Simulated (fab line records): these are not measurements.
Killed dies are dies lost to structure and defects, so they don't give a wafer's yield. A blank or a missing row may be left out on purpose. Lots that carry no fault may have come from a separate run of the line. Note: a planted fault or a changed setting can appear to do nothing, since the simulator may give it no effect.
Matching of chambers + flow gf180mcu + cmp-01 running GF_V4_CMP_26: 4 sister chambers
The step polishes, stops on SiO2, t overpolish 15 s, target thk 0 nm. 4 wafers are shown with their chamber, then 11 later ones without.

WAFERS PAIRED WITH THEIR CHAMBERS
| wafer  | chamber | motor_current_A (A) |
|--------|---------|---------------------|
| L086.1 | 0       | 10.5                |
| L086.4 | 1       | 12.3                |
| L086.5 | 2       | 12.3                |
| L087.1 | 3       | 9.7                 |

WAFERS WITH NO CHAMBER GIVEN
| wafer  | motor_current_A (A) |
|--------|---------------------|
| L087.3 | 11.0                |
| L087.4 | 12.5                |
| L088.3 | 11.4                |
| L088.4 | 10.0                |
| L088.6 | 12.0                |
| L093.1 | 10.3                |
| L093.2 | 11.9                |
| L093.5 | 11.5                |
| L096.1 | 12.1                |
| L096.2 | 12.1                |
| L096.6 | 9.6                 |

WHICH CHAMBER EACH WENT THROUGH
| wafer  | from the rows above               | in truth |
|--------|-----------------------------------|----------|
| L087.3 | can't be placed: 0 or 1 or 2 or 3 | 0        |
| L087.4 | can't be placed: 1 or 2           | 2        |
| L088.3 | can't be placed: 0 or 1 or 2 or 3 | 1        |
| L088.4 | can't be placed: 3 or 0           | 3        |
| L088.6 | can't be placed: 1 or 2           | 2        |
| L093.1 | can't be placed: 0 or 3           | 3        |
| L093.2 | can't be placed: 1 or 2           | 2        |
| L093.5 | can't be placed: 1 or 2 or 0      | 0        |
| L096.1 | can't be placed: 1 or 2           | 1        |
| L096.2 | can't be placed: 1 or 2           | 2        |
| L096.6 | can't be placed: 3 or 0           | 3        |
Correctly placed: 0 of 11. Can't be placed from these rows: 11 (the true chamber is among the candidates in 11). 0 placed wrongly.
How it was worked out, from the rows above alone: a wafer's distance from a chamber is the root of the sum, over the readings, of the square of ((its reading less the chamber's mean) divided by the reading's scatter). If the next closest chamber is less than 2 further off than the closest, the wafer can't be placed; otherwise it belongs to the closest. Each chamber's mean is taken over the wafers shown for it. The scatter: with one shown wafer a chamber, the root of the mean of the squares of how far each hidden wafer lies from its nearest shown one.
